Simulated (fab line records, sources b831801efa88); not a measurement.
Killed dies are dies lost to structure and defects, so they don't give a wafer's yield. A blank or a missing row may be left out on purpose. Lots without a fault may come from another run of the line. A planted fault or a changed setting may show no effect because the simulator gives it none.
Which tool did it? | flow sky130 | 24 lots, 72 wafers sampled, at 4 steps of a route of 708

WHAT THE GAUGES READ, wafer by wafer
SKY_LI_CONTACT_RS_MEAS_22: measures by four-point-probe. Usual: LI_CONTACT_W_RS 0.2668 ohm/sq, standard deviation 0.0025.
lot  | measured     | on            | LI_CONTACT_W_RS (ohm/sq) | flag
L074 | day 28 14:56 | film_metro-02 | 0.2708 0.2707 0.2677     |
L075 | day 28 22:23 | film_metro-03 | 0.2651 0.2649 0.2670     |
L076 | day 29 17:08 | film_metro-02 | 0.2725 0.2678 0.2656     |
L077 | day 30 08:38 | film_metro-01 | 0.2691 0.2699 0.2692     |
L078 | day 30 16:54 | film_metro-03 | 0.2671 0.2661 0.2685     |
L079 | day 30 19:19 | film_metro-03 | 0.2661 0.2658 0.2675     |
L080 | day 31 06:43 | film_metro-02 | 0.2651 0.2673 0.2645     |
L081 | day 31 16:41 | film_metro-03 | 0.2685 0.2711 0.2688     |
L082 | day 31 18:11 | film_metro-01 | 0.2632 0.2634 0.2613     |
L083 | day 32 03:01 | film_metro-02 | 0.2688 0.2651 0.2661     |
L084 | day 32 13:04 | film_metro-01 | 0.2667 0.2645 0.2695     |
L085 | day 32 19:51 | film_metro-01 | 0.2677 0.2708 0.2671     |
L086 | day 32 21:10 | film_metro-02 | 0.2637 0.2656 0.2660     |
L087 | day 33 09:50 | film_metro-02 | 0.2676 0.2676 0.2656     |
L088 | day 33 10:43 | film_metro-02 | 0.2701 0.2699 0.2728     |
L089 | day 33 22:13 | film_metro-01 | 0.2642 0.2666 0.2651     |
L090 | day 34 09:55 | film_metro-02 | 0.2670 0.2660 0.2625     |
L091 | day 34 11:10 | film_metro-03 | 0.2695 0.2698 0.2689     |
L093 | day 36 13:01 | film_metro-01 | 0.2673 0.2645 0.2659     |
L094 | day 36 14:41 | film_metro-02 | 0.2630 0.2651 0.2668     |
L092 | day 36 16:03 | film_metro-02 | 0.2612 0.2657 0.2598     |
L095 | day 36 16:35 | film_metro-03 | 0.2716 0.2657 0.2665     |
L096 | day 36 17:23 | film_metro-01 | 0.2643 0.2632 0.2647     |
L097 | day 36 21:13 | film_metro-03 | 0.2672 0.2652 0.2680     |

SKY_METAL2_RS_MEAS_05: measures by four-point-probe. Usual: METAL2_ALCU_RS 0.1270 ohm/sq, standard deviation 0.0011.
lot  | measured     | on            | METAL2_ALCU_RS (ohm/sq) | flag
L074 | day 33 09:23 | film_metro-02 | 0.1272 0.1285 0.1284    |
L075 | day 33 17:01 | film_metro-02 | 0.1263 0.1293 0.1274    |
L076 | day 34 09:17 | film_metro-03 | 0.1280 0.1272 0.1274    |
L077 | day 34 22:04 | film_metro-03 | 0.1261 0.1263 0.1254    |
L078 | day 35 07:09 | film_metro-04 | 0.1275 0.1263 0.1268    |
L079 | day 35 08:58 | film_metro-04 | 0.1259 0.1255 0.1271    |
L080 | day 35 23:55 | film_metro-02 | 0.1267 0.1263 0.1268    |
L081 | day 36 07:01 | film_metro-04 | 0.1281 0.1276 0.1274    |
L082 | day 36 10:45 | film_metro-02 | 0.1262 0.1254 0.1256    |
L083 | day 36 18:08 | film_metro-03 | 0.1275 0.1264 0.1274    |
L084 | day 37 04:19 | film_metro-04 | 0.1282 0.1256 0.1261    |
L085 | day 37 11:01 | film_metro-02 | 0.1262 0.1269 0.1273    |
L086 | day 37 09:17 | film_metro-04 | 0.1285 0.1283 0.1271    |
L087 | day 38 00:47 | film_metro-02 | 0.1258 0.1261 0.1261    |
L088 | day 38 02:04 | film_metro-02 | 0.1277 0.1288 0.1273    |
L089 | day 38 12:49 | film_metro-03 | 0.1278 0.1287 0.1287    |
L090 | day 38 23:41 | film_metro-03 | 0.1261 0.1249 0.1261    |
L091 | day 39 01:27 | film_metro-04 | 0.1276 0.1274 0.1279    |
L093 | day 41 00:47 | film_metro-04 | 0.1253 0.1254 0.1253    |
L094 | day 41 02:02 | film_metro-04 | 0.1272 0.1290 0.1277    |
L092 | day 41 02:43 | film_metro-02 | 0.1274 0.1290 0.1292    |
L095 | day 41 03:01 | film_metro-04 | 0.1260 0.1255 0.1266    |
L096 | day 41 05:32 | film_metro-04 | 0.1280 0.1271 0.1269    |
L097 | day 41 09:59 | film_metro-02 | 0.1262 0.1268 0.1269    |

SKY_CAPM_RS_MEAS_03: measures by four-point-probe. Usual: CAPM_TIN_RS 6.94 ohm/sq, standard deviation 0.064.
lot  | measured     | on            | CAPM_TIN_RS (ohm/sq) | flag
L074 | day 35 16:41 | film_metro-01 | 6.85 6.93 6.91       |
L075 | day 35 23:38 | film_metro-03 | 6.89 6.92 6.88       |
L076 | day 36 16:42 | film_metro-01 | 6.91 6.95 6.87       |
L077 | day 37 05:50 | film_metro-03 | 7.02 7.02 7.04       |
L078 | day 37 15:38 | film_metro-01 | 6.93 6.96 6.95       |
L079 | day 37 15:53 | film_metro-04 | 6.98 6.96 6.94       |
L080 | day 38 07:43 | film_metro-03 | 6.81 6.78 6.77       |
L081 | day 38 13:43 | film_metro-01 | 7.03 6.97 6.98       |
L082 | day 38 18:34 | film_metro-01 | 7.03 6.94 7.06       |
L083 | day 39 00:18 | film_metro-03 | 6.95 6.94 6.94       |
L084 | day 39 10:34 | film_metro-04 | 6.95 6.96 6.91       |
L085 | day 39 16:38 | film_metro-04 | 6.90 6.94 6.89       |
L086 | day 39 14:57 | film_metro-03 | 6.93 6.98 6.99       |
L087 | day 40 05:27 | film_metro-04 | 6.88 6.93 6.86       |
L088 | day 40 06:59 | film_metro-04 | 6.95 6.98 6.95       |
L089 | day 40 17:45 | film_metro-03 | 6.92 6.88 6.94       |
L090 | day 41 04:10 | film_metro-04 | 7.00 7.03 7.04       |
L091 | day 41 05:55 | film_metro-03 | 6.94 6.98 7.03       |
L093 | day 43 04:40 | film_metro-03 | 6.98 6.87 6.87       |
L094 | day 43 04:54 | film_metro-03 | 6.87 6.89 6.91       |
L092 | day 43 04:57 | film_metro-01 | 6.95 6.98 6.99       |
L095 | day 43 05:12 | film_metro-03 | 6.86 6.84 6.84       |
L096 | day 43 07:38 | film_metro-03 | 6.97 6.94 6.99       |
L097 | day 43 10:56 | film_metro-04 | 6.92 6.87 6.84       |

WHICH TOOL RAN EACH LOT (tool, then ch and the chambers of the sampled wafers, then the start)
lot  | SKY_METAL1_SPUTTER_02
L074 | pvd_sputter-01, day 31 00:40
L075 | pvd_sputter-04, day 31 06:45
L076 | pvd_sputter-03, day 32 01:29
L077 | pvd_sputter-01, day 32 14:34
L078 | pvd_sputter-01, day 32 23:35
L079 | pvd_sputter-04, day 33 03:17
L080 | pvd_sputter-04, day 33 17:35
L081 | pvd_sputter-01, day 34 01:28
L082 | pvd_sputter-04, day 34 02:52
L083 | pvd_sputter-03, day 34 10:26
L084 | pvd_sputter-01, day 34 20:37
L085 | pvd_sputter-04, day 35 03:45
L086 | pvd_sputter-01, day 35 03:22
L087 | pvd_sputter-03, day 35 16:42
L088 | pvd_sputter-01, day 35 17:30
L089 | pvd_sputter-03, day 36 06:14
L090 | pvd_sputter-03, day 36 17:25
L091 | pvd_sputter-04, day 36 18:37
L093 | pvd_sputter-01, day 38 20:24
L094 | pvd_sputter-04, day 38 21:07
L092 | pvd_sputter-01, day 38 22:28
L095 | pvd_sputter-03, day 38 23:11
L096 | pvd_sputter-03, day 39 00:43
L097 | pvd_sputter-03, day 39 06:17
- SKY_METAL1_SPUTTER_02: material AlCu, target thk 250 nm, time 13.3 s.

WHAT THE TOOLS THEMSELVES READ (means of the sampled wafers that have a number; where no wafer has one, the mark that the record gives instead)
SKY_METAL1_SPUTTER_02. Usual: chamber_pressure_pa 0.4000 Pa, standard deviation 0.00077; throttle_valve_pct 29.9 %, standard deviation 1.2.
lot  | tool           | chamber_pressure_pa (Pa) | throttle_valve_pct (%) | flag
L074 | pvd_sputter-01 | 0.4004                   | 30.2                   |
L075 | pvd_sputter-04 | 0.3999                   | 29.1                   |
L076 | pvd_sputter-03 | 0.3994                   | 28.0                   |
L077 | pvd_sputter-01 | 0.3997                   | 30.6                   |
L078 | pvd_sputter-01 | 0.4005                   | 29.9                   |
L079 | pvd_sputter-04 | 0.3997                   | 29.9                   |
L080 | pvd_sputter-04 | 0.3996                   | 30.4                   |
L081 | pvd_sputter-01 | 0.4002                   | 30.6                   |
L082 | pvd_sputter-04 | 0.4006                   | 30.2                   |
L083 | pvd_sputter-03 | 0.4000                   | 30.7                   |
L084 | pvd_sputter-01 | 0.4000                   | 30.5                   |
L085 | pvd_sputter-04 | 0.4001                   | 30.8                   |
L086 | pvd_sputter-01 | 0.3995                   | 30.2                   |
L087 | pvd_sputter-03 | 0.3998                   | 30.3                   |
L088 | pvd_sputter-01 | 0.3996                   | 30.4                   |
L089 | pvd_sputter-03 | 0.4003                   | 29.4                   |
L090 | pvd_sputter-03 | 0.4007                   | 29.4                   |
L091 | pvd_sputter-04 | 0.3997                   | 29.1                   |
L093 | pvd_sputter-01 | 0.4000                   | 30.2                   |
L094 | pvd_sputter-04 | 0.4000                   | 30.1                   |
L092 | pvd_sputter-01 | 0.3998                   | 30.3                   |
L095 | pvd_sputter-03 | 0.3993                   | 28.4                   |
L096 | pvd_sputter-03 | 0.3997                   | 30.0                   |
L097 | pvd_sputter-03 | 0.3994                   | 30.1                   |

THE ANSWER, worked out from the rows above alone
Rule: a lot is off if the mean of its wafers that have a number lies more than 3 standard deviations from the usual mean. A lot without any number at a reading at which 4 lots or more have one is off too. The other lots that the step has rows for count as sound. The gauges are gone through in route order, then the tools' own readings, and for those a lot's mean is taken as printed above. The first step at which some lot is off is used, and at that step the reading that is off furthest; a lot without a number counts as furthest.
No lot is off at any reading shown: from this, nothing can be told.

WHAT THE SIMULATOR HAD PUT IN
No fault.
